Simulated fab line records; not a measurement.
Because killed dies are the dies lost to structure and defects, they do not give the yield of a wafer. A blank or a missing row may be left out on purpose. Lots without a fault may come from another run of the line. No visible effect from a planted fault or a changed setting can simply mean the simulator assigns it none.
What tool caused it? + flow gf180mcu + Sampling: 13 lots, 39 wafers, 5 of 602 route steps

## WHAT EACH GAUGE READ, for each wafer
GF_STI_CD_MEAS_12: target cd 220 nm.
| lot  | measured    | on        | cd_nm (nm)        |
|------|-------------|-----------|-------------------|
| L770 | day 2 06:23 | cd_sem-02 | 219.6 220.2 219.3 |
| L771 | day 2 11:24 | cd_sem-02 | 220.7 220.3 220.2 |
| L772 | day 2 17:01 | cd_sem-01 | 218.3 218.6 218.8 |
| L773 | day 2 21:51 | cd_sem-02 | 220.4 220.5 220.7 |
| L776 | day 3 13:25 | cd_sem-02 | 218.3 220.1 218.4 |
| L777 | day 3 20:19 | cd_sem-02 | 222.3 221.4 222.3 |
| L782 | day 4 19:59 | cd_sem-02 | 218.9 218.8 220.0 |
| L783 | day 5 01:28 | cd_sem-01 | 220.7 220.0 221.5 |
| L786 | day 5 17:01 | cd_sem-01 | 221.6 219.9 219.1 |
| L788 | day 6 02:58 | cd_sem-01 | 220.3 220.0 220.5 |
| L789 | day 6 08:16 | cd_sem-02 | 220.0 220.0 220.6 |
| L790 | day 6 13:07 | cd_sem-02 | 218.6 218.9 219.1 |
| L791 | day 6 18:53 | cd_sem-02 | 219.1 219.8 220.1 |

GF_SAB_CD_MEAS_09: target cd 420 nm.
| lot  | measured     | on        | cd_nm (nm)        |
|------|--------------|-----------|-------------------|
| L770 | day 15 06:02 | cd_sem-02 | 415.5 414.2 413.5 |
| L771 | day 15 19:53 | cd_sem-02 | 421.0 419.6 419.8 |
| L772 | day 16 05:31 | cd_sem-02 | 413.3 415.0 415.1 |
| L773 | day 16 16:48 | cd_sem-01 | 416.4 416.3 416.5 |
| L776 | day 17 16:53 | cd_sem-02 | 417.3 419.0 416.3 |
| L777 | day 18 03:52 | cd_sem-01 | 417.7 416.1 418.4 |
| L782 | day 20 01:20 | cd_sem-02 | 493.8 494.0 494.3 |
| L783 | day 20 04:43 | cd_sem-01 | 495.5 496.8 496.2 |
| L786 | day 21 05:32 | cd_sem-02 | 419.9 416.7 420.6 |
| L788 | day 21 19:52 | cd_sem-02 | 415.1 416.8 417.3 |
| L789 | day 22 05:57 | cd_sem-01 | 424.3 424.8 422.5 |
| L790 | day 22 17:44 | cd_sem-02 | 421.5 420.5 418.0 |
| L791 | day 22 23:58 | cd_sem-02 | 420.0 421.8 417.6 |

GF_V2_OVL_MEAS_15.
| lot  | measured     | on         | V2_OVL (nm) |
|------|--------------|------------|-------------|
| L770 | day 20 09:31 | overlay-02 | -6 2 6      |
| L771 | day 21 00:55 | overlay-02 | 0 3 5       |
| L772 | day 21 13:32 | overlay-01 | 4 0 -2      |
| L773 | day 21 23:58 | overlay-01 | -2 -2 2     |
| L776 | day 22 23:31 | overlay-01 | 6 13 4      |
| L777 | day 23 10:46 | overlay-01 | 1 -3 8      |
| L782 | day 25 04:25 | overlay-01 | 7 -8 -1     |
| L783 | day 25 07:32 | overlay-02 | 2 -9 -8     |
| L786 | day 26 04:19 | overlay-02 | -7 0 0      |
| L788 | day 26 16:19 | overlay-02 | 0 6 3       |
| L789 | day 27 02:14 | overlay-02 | 6 1 4       |
| L790 | day 27 13:07 | overlay-02 | 4 11 4      |
| L791 | day 27 17:49 | overlay-01 | 1 3 -4      |

## WHICH TOOL RAN EACH LOT (tool, then ch and the chambers of the sampled wafers, then the start)
| lot  | GF_SAB_EXPOSE_06                    | GF_V1_CMP_26                  |
|------|-------------------------------------|-------------------------------|
| L770 | iline_stepper-01 ch 0, day 14 20:12 | cmp-01 ch 0,1,3, day 18 06:58 |
| L771 | iline_stepper-02 ch 0, day 15 08:40 | cmp-01 ch 0,1,3, day 18 22:08 |
| L772 | iline_stepper-02 ch 0, day 15 18:43 | cmp-02 ch 0,1,2, day 19 10:16 |
| L773 | iline_stepper-02 ch 0, day 16 05:39 | cmp-02 ch 0,2,3, day 19 21:30 |
| L776 | iline_stepper-02 ch 0, day 17 05:05 | cmp-01 ch 0,1,2, day 20 23:02 |
| L777 | iline_stepper-01 ch 0, day 17 16:16 | cmp-01 ch 0,3, day 21 10:11   |
| L782 | iline_stepper-01 ch 0, day 19 13:41 | cmp-02 ch 0,1,3, day 23 06:02 |
| L783 | iline_stepper-01 ch 0, day 19 17:07 | cmp-02 ch 1,2, day 23 08:50   |
| L786 | iline_stepper-02 ch 0, day 20 17:03 | cmp-01 ch 1,2, day 24 07:36   |
| L788 | iline_stepper-02 ch 0, day 21 08:17 | cmp-01 ch 0,2,3, day 24 20:32 |
| L789 | iline_stepper-02 ch 0, day 21 17:55 | cmp-01 ch 0,1,2, day 25 06:19 |
| L790 | iline_stepper-02 ch 0, day 22 06:29 | cmp-02 ch 1,2,3, day 25 16:53 |
| L791 | iline_stepper-02 ch 0, day 22 12:22 | cmp-02 ch 1,2, day 25 23:18   |
- GF_SAB_EXPOSE_06: exposes mask SAB, target cd 420 nm.
- GF_V1_CMP_26: polishes, stops on SiO2, t overpolish 15 s, target thk 0 nm.

## WHAT THE TOOLS THEMSELVES READ (means of the sampled wafers that have a number; where no wafer has one, the mark that the record gives instead)
GF_SAB_EXPOSE_06.
| lot  | tool             | exposure_dose_mJ_cm2 |
|------|------------------|----------------------|
| L770 | iline_stepper-01 | 140.01               |
| L771 | iline_stepper-02 | 140.07               |
| L772 | iline_stepper-02 | 139.99               |
| L773 | iline_stepper-02 | 139.77               |
| L776 | iline_stepper-02 | 139.88               |
| L777 | iline_stepper-01 | 140.07               |
| L782 | iline_stepper-01 | 107.66               |
| L783 | iline_stepper-01 | 107.35               |
| L786 | iline_stepper-02 | 139.89               |
| L788 | iline_stepper-02 | 139.81               |
| L789 | iline_stepper-02 | 139.80               |
| L790 | iline_stepper-02 | 139.82               |
| L791 | iline_stepper-02 | 139.91               |

GF_V1_CMP_26.
| lot  | tool   | motor_current_A (A) | overpolish_run_s (s) | platen_rpm (rpm) | retaining_ring_pressure_frac | time_to_endpoint_s (s) |
|------|--------|---------------------|----------------------|------------------|------------------------------|------------------------|
| L770 | cmp-01 | 10.7                | 14.994               | 60.03            | 1.000                        | 91                     |
| L771 | cmp-01 | 10.6                | 14.995               | 60.02            | 1.002                        | 88                     |
| L772 | cmp-02 | 12.2                | 14.990               | 60.01            | 0.998                        | 82                     |
| L773 | cmp-02 | 12.2                | 15.008               | 60.00            | 0.995                        | 83                     |
| L776 | cmp-01 | 11.0                | 14.996               | 60.00            | 0.998                        | 85                     |
| L777 | cmp-01 | 10.8                | 14.991               | 60.00            | 0.998                        | 84                     |
| L782 | cmp-02 | 10.8                | 15.001               | 60.00            | 0.999                        | 88                     |
| L783 | cmp-02 | 10.7                | 15.001               | 59.99            | 0.999                        | 89                     |
| L786 | cmp-01 | 11.6                | 14.989               | 59.98            | 0.994                        | 82                     |
| L788 | cmp-01 | 10.8                | 14.998               | 60.04            | 0.999                        | 87                     |
| L789 | cmp-01 | 10.7                | 14.997               | 59.99            | 0.998                        | 85                     |
| L790 | cmp-02 | 11.4                | 14.993               | 59.99            | 1.001                        | 84                     |
| L791 | cmp-02 | 10.9                | 15.006               | 60.04            | 0.999                        | 83                     |

## THE ANSWER, worked out from the rows above alone
Rule: usual is defined by the lots themselves. The widest of any qualifying gaps counts: lots, ordered by their means at a reading, are off when they make up no more than a third of the lots, leave a main group of 4 or more, and stand apart from it by 3 or more times the standard deviation of that group's means. The tables above print the reading to a certain number of digits; a main group whose means all agree to those digits is not used. Also off: a lot with no number at a reading for which 4 or more lots have one. Any other lot the step has rows for is counted as sound. The gauges are gone through in route order, then the tools' own readings, and for those a lot's mean is taken as printed above. The first step at which some lot is off is used, and at that step the reading that is off furthest; a lot without a number counts as furthest.
Off: L782, L783, at GF_SAB_CD_MEAS_09 (cd_nm). The main group has a mean of 418.1 nm with a standard deviation of 2.7.
A tool fits if, at a process step before that reading, it ran every lot that is off, and no sound lot after the first of them. Not tried: the gauges at GF_SAB_CD_MEAS_09; whatever is off there is also off at GF_SAB_EXPOSE_06, on other tools, and gauge error can't account for it. One fits: iline_stepper-01 at GF_SAB_EXPOSE_06. Its last sound lot is L777 (day 17 16:16), its first lot that is off L782 (day 19 13:41): a fault that began between those two fits.
The tool's own readings at GF_SAB_EXPOSE_06 bear it out: on the lots that are off they differ by more than 5 times the standard deviation of the sound lots' means. exposure_dose_mJ_cm2 reads 107.50 there against 139.91 on the sound lots.

## WHAT THE SIMULATOR PUT IN
Process parameters drifting: iline_stepper-01 at GF_SAB_EXPOSE_06, beginning at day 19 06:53. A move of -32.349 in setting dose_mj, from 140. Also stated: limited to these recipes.
Lots struck among those shown: L782, L783. This agrees with what the rule above found.
